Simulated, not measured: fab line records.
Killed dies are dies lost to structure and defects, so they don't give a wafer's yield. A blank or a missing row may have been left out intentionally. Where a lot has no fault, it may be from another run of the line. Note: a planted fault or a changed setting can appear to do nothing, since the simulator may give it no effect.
Which tool did it? + flow sky130 + 11 lots, 31 wafers sampled, at 2 steps of a route of 708

WHAT THE GAUGES SHOWED, per wafer
SKY_VIA3_THK_MEAS_01.
| lot  | measured     | on           | VIA3_HDPCVD_THK (nm) |
|------|--------------|--------------|----------------------|
| L895 | day 39 05:41 | filmMetro-02 | 1656 1661 1634       |
| L896 | day 39 17:06 | filmMetro-02 | 1655 1648 1677       |
| L897 | day 39 18:49 | filmMetro-02 | 1670 1629 1668       |
| L898 | day 39 21:53 | filmMetro-03 | 1630 1633 1617       |
| L899 | day 40 08:30 | filmMetro-01 | 1648 1669 1648       |
| L900 | day 41 02:56 | filmMetro-03 | 1654 1656 1667       |
| L905 | day 42 12:08 | filmMetro-02 | 1330 1609            |
| L908 | day 42 19:16 | filmMetro-03 | 1640 1324            |
| L911 | day 43 09:55 | filmMetro-01 | 1658 1673 1658       |
| L912 | day 43 16:16 | filmMetro-01 | 1657 1642 1654       |
| L918 | day 45 02:36 | filmMetro-03 | 1677 1629 1653       |

TOOL THAT RAN EACH LOT (tool first, then ch and the chambers of the sampled wafers, then the start)
| lot  | SKY_VIA3_HDPCVD_00               |
|------|----------------------------------|
| L895 | hdpcvd-01 ch 0,1, day 39 05:30   |
| L896 | hdpcvd-02 ch 1,2, day 39 16:55   |
| L897 | hdpcvd-01 ch 0,2, day 39 18:39   |
| L898 | hdpcvd-01 ch 0,1, day 39 21:43   |
| L899 | hdpcvd-02 ch 0,1,2, day 40 08:23 |
| L900 | hdpcvd-02 ch 0,1,2, day 41 02:46 |
| L905 | hdpcvd-01 ch 1,2, day 42 11:57   |
| L908 | hdpcvd-01 ch 1,2, day 42 19:04   |
| L911 | hdpcvd-02 ch 0,2, day 43 09:40   |
| L912 | hdpcvd-02 ch 0,2, day 43 16:06   |
| L918 | hdpcvd-02 ch 0,1, day 45 02:25   |
- SKY_VIA3_HDPCVD_00: deposits SiO2, target thk 1635 nm, time 272.5 s.

THE ANSWER, worked out from the rows above alone
Rule: what is usual is taken from the lots themselves. The widest of any qualifying gaps counts: lots, ordered by their means at a reading, are off when they make up no more than a third of the lots, leave a main group of 4 or more, and stand apart from it by 3 or more times the standard deviation of that group's means. If all means in a main group match to the digits the tables above print for the reading, that group is not used. Also off: a lot with no number at a reading for which 4 or more lots have one. The other lots that the step has rows for count as sound.
Off: at SKY_VIA3_THK_MEAS_01 (VIA3_HDPCVD_THK), L905, L908. The main group: mean 1653 nm, standard deviation 10.
A tool fits if, at a process step before that reading, it ran every lot that is off, and no sound lot after the first of them. The gauges at SKY_VIA3_THK_MEAS_01 are tried like those tools. One fits: SKY_VIA3_HDPCVD_00 on hdpcvd-01. A fault onset in the window from L898 (day 39 21:43, its last sound lot) to L905 (day 42 11:57, its first lot off) fits.

WHAT THE SIMULATOR HAD INSERTED
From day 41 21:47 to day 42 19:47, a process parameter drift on hdpcvd-01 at SKY_VIA3_HDPCVD_00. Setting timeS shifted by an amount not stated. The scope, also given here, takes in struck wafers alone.
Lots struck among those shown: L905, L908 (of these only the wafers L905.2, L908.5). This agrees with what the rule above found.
